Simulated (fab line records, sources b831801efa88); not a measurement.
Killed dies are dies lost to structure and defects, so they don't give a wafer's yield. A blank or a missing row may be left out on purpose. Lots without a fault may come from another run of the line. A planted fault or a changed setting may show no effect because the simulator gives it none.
Chamber matching | flow gf180mcu | GF_V2_CMP_26 on cmp-01: 4 sister chambers
The step polishes, stops on SiO2, t overpolish 15 s, target thk 0 nm. 4 wafers are shown with their chamber, then 12 later ones without.

WAFERS WITH THEIR CHAMBER
wafer  | chamber | motor_current_A (A)
L087.3 | 3       | 12.1
L090.3 | 1       | 10.8
L091.2 | 0       | 10.2
L091.5 | 2       | 10.1

WAFERS WITHOUT THEIR CHAMBER
wafer  | motor_current_A (A)
L092.2 | 10.9
L092.3 | 10.4
L092.6 | 10.4
L095.1 | 11.6
L095.4 | 10.6
L095.6 | 10.3
L096.2 | 11.9
L096.4 | 10.0
L096.5 | 11.5
L097.2 | 11.5
L097.4 | 10.3
L097.5 | 12.0

WHICH CHAMBER EACH WENT THROUGH
wafer  | from the rows above          | in truth
L092.2 | can't be placed: 1 or 0      | 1
L092.3 | can't be placed: 0 or 2 or 1 | 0
L092.6 | can't be placed: 0 or 2 or 1 | 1
L095.1 | can't be placed: 3 or 1      | 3
L095.4 | can't be placed: 1 or 0 or 2 | 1
L095.6 | can't be placed: 0 or 2 or 1 | 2
L096.2 | 3                            | 3
L096.4 | can't be placed: 2 or 0      | 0
L096.5 | can't be placed: 3 or 1      | 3
L097.2 | can't be placed: 3 or 1      | 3
L097.4 | can't be placed: 0 or 2 or 1 | 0
L097.5 | 3                            | 3
Placed correctly: 2 of 12. Can't be placed from these rows: 10 (the true chamber is among the candidates in 10). Placed wrongly: 0.
How it was worked out, from the rows above alone: a wafer's distance from a chamber is the root of the sum, over the readings, of the square of ((its reading less the chamber's mean) divided by the reading's scatter). The wafer belongs to the nearest chamber; if the next one is less than 2 further off, it can't be placed. A chamber's mean is the mean of its shown wafers. The scatter: with one shown wafer a chamber, the root of the mean of the squares of how far each hidden wafer lies from its nearest shown one.
